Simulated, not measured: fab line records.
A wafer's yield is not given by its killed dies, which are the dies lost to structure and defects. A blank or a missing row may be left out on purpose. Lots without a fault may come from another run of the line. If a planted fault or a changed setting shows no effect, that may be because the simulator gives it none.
fab line records	flow gf180mcu
[record] lots = 24	wafers = 72	lastDay = 34
route steps=602 shown M2@364 V2@396 M4@459 V4@491 TOP_METAL@570
lots that met no fault: taken from a fault-free run of the same line
startH: the number of hours between the record's first day and the start of the first shown wafer of the lot	waitH: hours from the lot's prior step to this one	" unchanged from the row above	L1.1+2: one row covering several wafers at once	- no value present, or no start provided	* or withheld: withheld	< > ~ a bound
route shown NAME@n: a module of which the file shows steps, and the number in the route of the first	usual: mean and standard deviation over wafers with no fault	same: alike in all rows	chamber/n: place in a boat	sites: the reading at each site	_std_site: standard deviation across them	_edge_site: outer sites' mean less inner sites'	radiusMm: how far each site lies from the wafer's centre	mask NAME#n: copy n	behind: the tool/chamber that last shaped the wafer	hold: cause of the lot's hold/its duration in hours/its outcome	device: which transistor (n, p or np) failed to switch	end of line: tests run on the same wafers once the route is complete	for a step that has no rows: nothing shown but its recipe	killed: at the first sort, the dies lost to defects and structure; wafer yield is something else	map: dies across one wafer; x = killed, . = not, _ = none there
set.NAME: the setting as run; set.NAME@STEP: as run at that earlier step	model.NAME: the simulator's own value behind a step, which no gauge read
the route's steps for a sample of lots (tables are steps, rows are wafers)
services: when a tool's chamber went out of use (startH, in hours from the record's first day, below 0 if earlier), for how many hours, and the reason
[[steps]]
[step GF_M2_SPUTTER_02]
[recipe] material = AlCu	targetThkNm = 450	powerW = 10600	timeS = 23.9	chamberPressurePa = 0.4
[usual] throttleValvePct = 30.0/0.67
lot.wafer	tool	chamber	startH	waitH	throttleValvePct
L074.1	pvdSputter-04	-	412.66	0.0	31.0
L074.3	"	-	"	"	30.1
L074.5	"	-	"	"	29.8
L075.3	pvdSputter-04	-	427.56	0.0	30.8
L075.4	"	-	"	"	29.8
L075.5	"	-	"	"	30.9
L076.2	pvdSputter-04	-	431.11	0.0	30.8
L076.5	"	-	"	"	30.7
L076.6	"	-	"	"	30.3
L077.2	pvdSputter-01	-	434.67	0.0	30.4
L077.3	"	-	"	"	28.9
L077.4	"	-	"	"	29.8
L078.1	pvdSputter-02	-	451.87	0.0	29.0
L078.3	"	-	"	"	29.9
L078.6	"	-	"	"	29.3
L079.1	pvdSputter-04	-	457.97	0.0	29.7
L079.2	"	-	"	"	30.3
L079.5	"	-	"	"	29.9
L080.2	pvdSputter-04	-	464.24	0.0	31.0
L080.3	"	-	"	"	30.2
L080.4	"	-	"	"	30.1
L081.1	pvdSputter-02	-	483.61	0.0	30.7
L081.4	"	-	"	"	29.2
L081.5	"	-	"	"	30.2
L082.1	pvdSputter-01	-	488.98	0.0	29.7
L082.2	"	-	"	"	30.2
L082.3	"	-	"	"	30.4
L083.1	pvdSputter-02	-	491.01	0.0	30.1
L083.3	"	-	"	"	29.1
L083.4	"	-	"	"	29.1
L084.3	pvdSputter-02	-	508.21	0.0	29.3
L084.5	"	-	"	"	30.9
L084.6	"	-	"	"	28.9
L085.2	pvdSputter-01	-	511.61	0.0	30.8
L085.3	"	-	"	"	29.7
L085.6	"	-	"	"	29.2
L086.4	pvdSputter-02	-	530.45	0.0	31.0
L086.5	"	-	"	"	29.1
L086.6	"	-	"	"	29.2
L087.1	pvdSputter-01	-	532.22	0.0	30.4
L087.2	"	-	"	"	29.8
L087.4	"	-	"	"	29.9
L088.1	pvdSputter-02	-	535.32	0.0	29.3
L088.2	"	-	"	"	29.0
L088.3	"	-	"	"	30.2
L089.1	pvdSputter-01	-	545.07	0.0	29.2
L089.5	"	-	"	"	29.8
L089.6	"	-	"	"	29.8
L090.1	pvdSputter-02	-	553.97	0.0	30.2
L090.3	"	-	"	"	29.1
L090.5	"	-	"	"	28.9
L092.4	pvdSputter-01	-	566.09	0.0	29.2
L092.5	"	-	"	"	30.5
L092.6	"	-	"	"	29.8
L091.1	pvdSputter-02	-	569.13	0.0	30.9
L091.3	"	-	"	"	29.1
L091.6	"	-	"	"	29.2
L093.1	pvdSputter-04	-	577.02	0.0	30.4
L093.3	"	-	"	"	29.7
L093.4	"	-	"	"	30.7
L094.1	pvdSputter-04	-	581.63	0.0	30.0
L094.4	"	-	"	"	31.0
L094.5	"	-	"	"	30.4
L095.4	pvdSputter-01	-	586.77	0.0	30.1
L095.5	"	-	"	"	30.0
L095.6	"	-	"	"	29.5
L096.1	pvdSputter-04	-	602.09	0.0	30.1
L096.4	"	-	"	"	29.7
L096.5	"	-	"	"	30.5
L097.1	pvdSputter-02	-	606.42	0.0	28.8
L097.2	"	-	"	"	31.3
L097.4	"	-	"	"	28.8
[step GF_M2_RS_MEAS_05]
[recipe] thkMeasGauge = four-point-probe	reads = TiN_of_M2_SPUTTER_04+Ti_of_M2_SPUTTER_03+AlCu_of_M2_SPUTTER_02+TiN_of_M2_SPUTTER_01+Ti_of_M2_SPUTTER_00
[usual] M2_ALCU_RS = 0.0694/0.0011
lot.wafer	tool	chamber	startH	waitH	M2_ALCU_RS[ohm/sq]
L074.1	filmMetro-01	-	412.78	0.0	0.0697
L074.3	"	-	"	"	0.0712
L074.5	"	-	"	"	0.0713
L075.3	filmMetro-01	-	427.69	0.1	0.0688
L075.4	"	-	"	"	0.0705
L075.5	"	-	"	"	0.0691
L076.2	filmMetro-04	-	431.22	0.0	0.0693
L076.5	"	-	"	"	0.0693
L076.6	"	-	"	"	0.0707
L077.2	filmMetro-02	-	434.78	0.0	0.0689
L077.3	"	-	"	"	0.0680
L077.4	"	-	"	"	0.0680
L078.1	filmMetro-02	-	451.96	0.0	0.0679
L078.3	"	-	"	"	0.0699
L078.6	"	-	"	"	0.0694
L079.1	filmMetro-01	-	458.06	0.0	0.0697
L079.2	"	-	"	"	0.0696
L079.5	"	-	"	"	0.0706
L080.2	filmMetro-02	-	464.35	0.0	0.0685
L080.3	"	-	"	"	0.0693
L080.4	"	-	"	"	0.0698
L081.1	filmMetro-04	-	483.70	0.0	0.0689
L081.4	"	-	"	"	0.0692
L081.5	"	-	"	"	0.0697
L082.1	filmMetro-04	-	489.07	0.0	0.0683
L082.2	"	-	"	"	0.0691
L082.3	"	-	"	"	0.0684
L083.1	filmMetro-02	-	491.10	0.0	0.0709
L083.3	"	-	"	"	0.0699
L083.4	"	-	"	"	0.0679
L084.3	filmMetro-02	-	508.34	0.1	0.0701
L084.5	"	-	"	"	0.0699
L084.6	"	-	"	"	0.0703
L085.2	filmMetro-02	-	511.72	0.0	0.0675
L085.3	"	-	"	"	0.0686
L085.6	"	-	"	"	0.0677
L086.4	filmMetro-02	-	530.60	0.1	0.0680
L086.5	"	-	"	"	0.0674
L086.6	"	-	"	"	0.0687
L087.1	filmMetro-04	-	532.31	0.0	0.0702
L087.2	"	-	"	"	0.0703
L087.4	"	-	"	"	0.0712
L088.1	filmMetro-02	-	535.41	0.0	0.0694
L088.2	"	-	"	"	0.0667
L088.3	"	-	"	"	0.0695
L089.1	filmMetro-02	-	545.16	0.0	0.0695
L089.5	"	-	"	"	0.0708
L089.6	"	-	"	"	0.0698
L090.1	filmMetro-04	-	554.06	0.0	0.0693
L090.3	"	-	"	"	0.0684
L090.5	"	-	"	"	0.0689
L092.4	filmMetro-01	-	566.24	0.1	0.0693
L092.5	"	-	"	"	0.0694
L092.6	"	-	"	"	0.0702
L091.1	filmMetro-02	-	569.22	0.0	0.0687
L091.3	"	-	"	"	0.0695
L091.6	"	-	"	"	0.0689
L093.1	filmMetro-01	-	577.11	0.0	0.0698
L093.3	"	-	"	"	0.0697
L093.4	"	-	"	"	0.0690
L094.1	filmMetro-04	-	581.73	0.0	0.0702
L094.4	"	-	"	"	0.0695
L094.5	"	-	"	"	0.0708
L095.4	filmMetro-02	-	586.92	0.1	0.0695
L095.5	"	-	"	"	0.0698
L095.6	"	-	"	"	0.0703
L096.1	filmMetro-04	-	602.19	0.0	0.0709
L096.4	"	-	"	"	0.0703
L096.5	"	-	"	"	0.0710
L097.1	filmMetro-04	-	606.51	0.0	0.0679
L097.2	"	-	"	"	0.0688
L097.4	"	-	"	"	0.0681
[step GF_V2_CD_MEAS_14]
[recipe] targetCdNm = 260
[usual] cdNm = 260.0/1.2
lot.wafer	tool	chamber	startH	waitH	cdNm
L074.1	cdSem-01	-	462.13	0.1	258.5
L074.3	"	-	"	"	261.1
L074.5	"	-	"	"	259.9
L075.3	cdSem-02	-	477.51	0.1	261.7
L075.4	"	-	"	"	261.3
L075.5	"	-	"	"	260.9
L076.2	cdSem-02	-	480.91	0.1	258.6
L076.5	"	-	"	"	259.6
L076.6	"	-	"	"	258.6
L077.2	cdSem-02	-	484.44	0.1	259.1
L077.3	"	-	"	"	260.5
L077.4	"	-	"	"	259.8
L078.1	cdSem-02	-	500.69	0.1	260.0
L078.3	"	-	"	"	260.1
L078.6	"	-	"	"	260.1
L079.1	cdSem-01	-	507.23	0.1	260.4
L079.2	"	-	"	"	261.2
L079.5	"	-	"	"	259.9
L080.2	cdSem-01	-	513.86	0.1	261.0
L080.3	"	-	"	"	261.6
L080.4	"	-	"	"	262.5
L081.1	cdSem-01	-	532.02	0.1	260.7
L081.4	"	-	"	"	262.5
L081.5	"	-	"	"	261.3
L082.1	cdSem-01	-	536.89	0.1	259.6
L082.2	"	-	"	"	259.3
L082.3	"	-	"	"	259.2
L083.1	cdSem-01	-	539.12	0.1	260.1
L083.3	"	-	"	"	260.0
L083.4	"	-	"	"	260.9
L084.3	cdSem-02	-	555.33	0.1	259.6
L084.5	"	-	"	"	261.2
L084.6	"	-	"	"	261.7
L085.2	cdSem-02	-	558.09	0.1	259.4
L085.3	"	-	"	"	259.5
L085.6	"	-	"	"	259.7
L086.4	cdSem-01	-	576.53	0.1	259.8
L086.5	"	-	"	"	258.7
L086.6	"	-	"	"	259.6
L087.1	cdSem-02	-	577.72	0.1	258.9
L087.2	"	-	"	"	259.8
L087.4	"	-	"	"	257.9
L088.1	cdSem-02	-	581.32	0.1	262.7
L088.2	"	-	"	"	261.4
L088.3	"	-	"	"	261.3
L089.1	cdSem-01	-	589.97	0.1	261.5
L089.5	"	-	"	"	260.5
L089.6	"	-	"	"	261.6
L090.1	cdSem-02	-	597.57	0.1	259.6
L090.3	"	-	"	"	260.1
L090.5	"	-	"	"	259.8
L092.4	cdSem-01	-	609.30	0.1	258.2
L092.5	"	-	"	"	259.1
L092.6	"	-	"	"	258.5
L091.1	cdSem-02	-	611.24	0.1	259.8
L091.3	"	-	"	"	259.9
L091.6	"	-	"	"	259.9
L093.1	cdSem-02	-	621.02	0.1	257.9
L093.3	"	-	"	"	258.2
L093.4	"	-	"	"	258.1
L094.1	cdSem-01	-	625.17	0.1	258.3
L094.4	"	-	"	"	259.5
L094.5	"	-	"	"	259.8
L095.4	cdSem-02	-	629.73	0.1	260.5
L095.5	"	-	"	"	260.9
L095.6	"	-	"	"	259.4
L096.1	cdSem-01	-	644.98	0.1	260.6
L096.4	"	-	"	"	260.4
L096.5	"	-	"	"	259.4
L097.1	cdSem-02	-	648.42	0.1	258.7
L097.2	"	-	"	"	259.2
L097.4	"	-	"	"	258.4
[step GF_M4_SPUTTER_03]
[recipe] material = Ti	targetThkNm = 10	substrateTempC = 300	chamberPressurePa = 0.3	powerW = 3000	timeS = 6.7
[usual] throttleValvePct = 29.9/0.66
lot.wafer	tool	chamber	startH	waitH	throttleValvePct
L074.1	pvdSputter-02	-	515.30	0.0	29.0
L074.3	"	-	"	"	29.2
L074.5	"	-	"	"	31.0
L075.3	pvdSputter-02	-	528.95	0.0	30.8
L075.4	"	-	"	"	28.8
L075.5	"	-	"	"	29.0
L076.2	pvdSputter-04	-	532.89	0.0	30.9
L076.5	"	-	"	"	29.8
L076.6	"	-	"	"	30.9
L077.2	pvdSputter-01	-	536.95	0.0	29.1
L077.3	"	-	"	"	29.8
L077.4	"	-	"	"	30.6
L078.1	pvdSputter-01	-	551.14	0.0	29.7
L078.3	"	-	"	"	29.7
L078.6	"	-	"	"	29.6
L079.1	pvdSputter-01	-	557.12	0.0	30.7
L079.2	"	-	"	"	29.9
L079.5	"	-	"	"	29.4
L080.2	pvdSputter-02	-	563.46	0.0	30.2
L080.3	"	-	"	"	28.8
L080.4	"	-	"	"	29.1
L081.1	pvdSputter-01	-	580.71	0.0	29.8
L081.4	"	-	"	"	29.9
L081.5	"	-	"	"	30.7
L082.1	pvdSputter-04	-	585.54	0.0	30.9
L082.2	"	-	"	"	29.8
L082.3	"	-	"	"	30.5
L083.1	pvdSputter-01	-	587.91	0.0	29.3
L083.3	"	-	"	"	30.6
L083.4	"	-	"	"	30.1
L084.3	pvdSputter-04	-	602.95	0.0	29.7
L084.5	"	-	"	"	30.7
L084.6	"	-	"	"	29.9
L085.2	pvdSputter-01	-	606.42	0.0	29.8
L085.3	"	-	"	"	29.3
L085.6	"	-	"	"	29.9
L086.4	pvdSputter-04	-	623.40	0.0	30.4
L086.5	"	-	"	"	30.9
L086.6	"	-	"	"	30.1
L087.1	pvdSputter-02	-	624.50	0.0	29.2
L087.2	"	-	"	"	31.2
L087.4	"	-	"	"	28.8
L088.1	pvdSputter-04	-	628.44	0.0	29.7
L088.2	"	-	"	"	30.8
L088.3	"	-	"	"	29.9
L089.1	pvdSputter-02	-	636.18	0.0	30.4
L089.5	"	-	"	"	30.1
L089.6	"	-	"	"	30.7
L090.1	pvdSputter-02	-	643.19	0.0	28.8
L090.3	"	-	"	"	30.2
L090.5	"	-	"	"	30.1
L092.4	pvdSputter-01	-	655.31	0.0	30.1
L092.5	"	-	"	"	30.6
L092.6	"	-	"	"	29.2
L091.1	pvdSputter-02	-	655.96	0.0	31.0
L091.3	"	-	"	"	29.1
L091.6	"	-	"	"	29.1
L093.1	pvdSputter-01	-	666.04	0.0	29.9
L093.3	"	-	"	"	30.3
L093.4	"	-	"	"	29.9
L094.1	pvdSputter-02	-	669.70	0.0	30.8
L094.4	"	-	"	"	30.2
L094.5	"	-	"	"	29.1
L095.4	pvdSputter-02	-	674.41	0.0	29.2
L095.5	"	-	"	"	31.1
L095.6	"	-	"	"	30.2
L096.1	pvdSputter-02	-	689.02	0.0	30.1
L096.4	"	-	"	"	30.8
L096.5	"	-	"	"	30.1
L097.1	pvdSputter-01	-	691.87	0.0	29.7
L097.2	"	-	"	"	30.2
L097.4	"	-	"	"	29.3
[step GF_V4_OVL_MEAS_15]
[usual] V4_OVL = 2/5.6
lot.wafer	tool	chamber	startH	waitH	V4_OVL[nm]
L074.1	overlay-01	-	561.61	0.1	4
L074.3	"	-	"	"	4
L074.5	"	-	"	"	1
L075.3	overlay-01	-	574.52	0.1	4
L075.4	"	-	"	"	6
L075.5	"	-	"	"	9
L076.2	overlay-01	-	578.20	0.1	8
L076.5	"	-	"	"	11
L076.6	"	-	"	"	3
L077.2	overlay-02	-	582.40	0.1	10
L077.3	"	-	"	"	18
L077.4	"	-	"	"	10
L078.1	overlay-01	-	595.41	0.1	-3
L078.3	"	-	"	"	-3
L078.6	"	-	"	"	2
L079.1	overlay-01	-	601.48	0.1	6
L079.2	"	-	"	"	6
L079.5	"	-	"	"	2
L080.2	overlay-02	-	607.45	0.1	-6
L080.3	"	-	"	"	-5
L080.4	"	-	"	"	-2
L081.1	overlay-02	-	624.30	0.1	4
L081.4	"	-	"	"	9
L081.5	"	-	"	"	7
L082.1	overlay-02	-	629.44	0.1	3
L082.2	"	-	"	"	-4
L082.3	"	-	"	"	0
L083.1	overlay-02	-	630.79	0.1	1
L083.3	"	-	"	"	-2
L083.4	"	-	"	"	-1
L084.3	overlay-02	-	645.99	0.1	0
L084.5	"	-	"	"	-2
L084.6	"	-	"	"	3
L085.2	overlay-01	-	648.26	0.1	-5
L085.3	"	-	"	"	-10
L085.6	"	-	"	"	1
L086.4	overlay-02	-	664.92	0.1	7
L086.5	"	-	"	"	3
L086.6	"	-	"	"	5
L087.1	overlay-02	-	665.79	0.1	-9
L087.2	"	-	"	"	-1
L087.4	"	-	"	"	-2
L088.1	overlay-01	-	669.80	0.1	1
L088.2	"	-	"	"	0
L088.3	"	-	"	"	3
L089.1	overlay-01	-	676.54	0.1	4
L089.5	"	-	"	"	1
L089.6	"	-	"	"	-3
L090.1	overlay-02	-	682.24	0.1	10
L090.3	"	-	"	"	8
L090.5	"	-	"	"	8
L092.4	overlay-01	-	694.31	0.1	10
L092.5	"	-	"	"	13
L092.6	"	-	"	"	6
L091.1	overlay-02	-	695.24	0.1	-5
L091.3	"	-	"	"	1
L091.6	"	-	"	"	1
L093.1	overlay-01	-	704.81	0.1	9
L093.3	"	-	"	"	3
L093.4	"	-	"	"	0
L094.1	overlay-02	-	708.72	0.1	-4
L094.4	"	-	"	"	-7
L094.5	"	-	"	"	-8
L095.4	overlay-02	-	712.56	0.1	-6
L095.5	"	-	"	"	-7
L095.6	"	-	"	"	-4
L096.1	overlay-01	-	726.63	0.1	4
L096.4	"	-	"	"	7
L096.5	"	-	"	"	6
L097.1	overlay-02	-	729.79	0.1	5
L097.2	"	-	"	"	8
L097.4	"	-	"	"	9
[step GF_TOP_METAL_SPUTTER_03]
[recipe] material = Ti	targetThkNm = 5	substrateTempC = 300	chamberPressurePa = 0.3	powerW = 3110	timeS = 3.3
[usual] throttleValvePct = 29.9/0.63
lot.wafer	tool	chamber	startH	waitH	throttleValvePct
L074.1	pvdSputter-04	-	630.11	0.0	29.9
L074.3	"	-	"	"	30.2
L074.5	"	-	"	"	30.2
L075.3	pvdSputter-01	-	641.61	0.0	29.2
L075.4	"	-	"	"	30.3
L075.5	"	-	"	"	29.6
L076.2	pvdSputter-02	-	645.70	0.0	30.1
L076.5	"	-	"	"	31.0
L076.6	"	-	"	"	30.0
L077.2	pvdSputter-01	-	649.18	0.0	29.9
L077.3	"	-	"	"	30.3
L077.4	"	-	"	"	29.7
L078.1	pvdSputter-02	-	661.24	0.0	30.1
L078.3	"	-	"	"	31.0
L078.6	"	-	"	"	31.2
L079.1	pvdSputter-04	-	668.04	0.0	30.8
L079.2	"	-	"	"	30.4
L079.5	"	-	"	"	31.2
L080.2	pvdSputter-01	-	674.13	0.0	29.1
L080.3	"	-	"	"	29.7
L080.4	"	-	"	"	30.4
L081.1	pvdSputter-04	-	688.70	0.0	30.3
L081.4	"	-	"	"	30.1
L081.5	"	-	"	"	29.7
L082.1	pvdSputter-04	-	692.25	0.0	30.2
L082.2	"	-	"	"	30.0
L082.3	"	-	"	"	30.2
L083.1	pvdSputter-01	-	693.38	0.0	30.1
L083.3	"	-	"	"	30.5
L083.4	"	-	"	"	29.9
L084.3	pvdSputter-01	-	708.91	0.0	29.6
L084.5	"	-	"	"	30.0
L084.6	"	-	"	"	29.1
L085.2	pvdSputter-02	-	710.71	0.0	30.1
L085.3	"	-	"	"	29.2
L085.6	"	-	"	"	29.1
L086.4	pvdSputter-01	-	724.91	0.0	28.8
L086.5	"	-	"	"	30.4
L086.6	"	-	"	"	29.6
L087.1	pvdSputter-02	-	727.00	0.0	29.2
L087.2	"	-	"	"	30.9
L087.4	"	-	"	"	28.9
L088.1	pvdSputter-02	-	729.40	0.0	29.4
L088.2	"	-	"	"	30.0
L088.3	"	-	"	"	31.0
L089.1	pvdSputter-01	-	735.54	0.0	29.0
L089.5	"	-	"	"	30.5
L089.6	"	-	"	"	29.8
L090.1	pvdSputter-01	-	741.04	0.0	29.8
L090.3	"	-	"	"	29.2
L090.5	"	-	"	"	29.6
L092.4	pvdSputter-04	-	751.90	0.0	30.0
L092.5	"	-	"	"	30.9
L092.6	"	-	"	"	30.0
L091.1	pvdSputter-04	-	753.63	0.0	30.9
L091.3	"	-	"	"	30.1
L091.6	"	-	"	"	30.2
L093.1	pvdSputter-02	-	761.19	0.0	29.2
L093.3	"	-	"	"	29.2
L093.4	"	-	"	"	31.0
L094.1	pvdSputter-01	-	765.53	0.0	29.3
L094.4	"	-	"	"	30.4
L094.5	"	-	"	"	29.9
L095.4	pvdSputter-02	-	771.24	0.0	30.8
L095.5	"	-	"	"	29.0
L095.6	"	-	"	"	28.8
L096.1	pvdSputter-04	-	781.55	0.0	30.3
L096.4	"	-	"	"	29.5
L096.5	"	-	"	"	29.9
L097.1	pvdSputter-02	-	784.65	0.0	30.9
L097.2	"	-	"	"	29.0
L097.4	"	-	"	"	29.0
[[services]]
tool	chamber	startH	hours	kind
pvdSputter-02	-	393.13	2.4	repair
pvdSputter-01	0	399.52	-	consumableReplace:kit
pvdSputter-01	0	399.52	18.0	scheduledDown
pvdSputter-01	0	399.52	18.0	ventCycle
pvdSputter-02	0	455.09	-	consumableReplace:kit
pvdSputter-02	0	455.09	18.0	scheduledDown
pvdSputter-02	0	455.09	18.0	ventCycle
pvdSputter-01	-	490.10	2.8	repair
pvdSputter-04	-	546.51	5.0	repair
pvdSputter-04	-	569.97	4.2	repair
pvdSputter-02	3	591.70	-	consumableReplace:kit
pvdSputter-02	3	591.70	18.0	scheduledDown
pvdSputter-02	3	591.70	18.0	ventCycle
pvdSputter-02	-	593.36	6.3	repair
pvdSputter-01	3	599.31	-	consumableReplace:kit
pvdSputter-01	3	599.31	18.0	scheduledDown
pvdSputter-02	-	648.42	3.8	repair
pvdSputter-04	-	653.34	5.0	repair
pvdSputter-02	2	699.91	-	consumableReplace:kit
pvdSputter-02	2	699.91	18.0	scheduledDown
pvdSputter-02	2	699.91	18.0	ventCycle
pvdSputter-02	-	721.56	1.1	repair
pvdSputter-02	-	774.37	0.6	repair
pvdSputter-01	-	779.18	0.6	repair
[[key]]
fault none
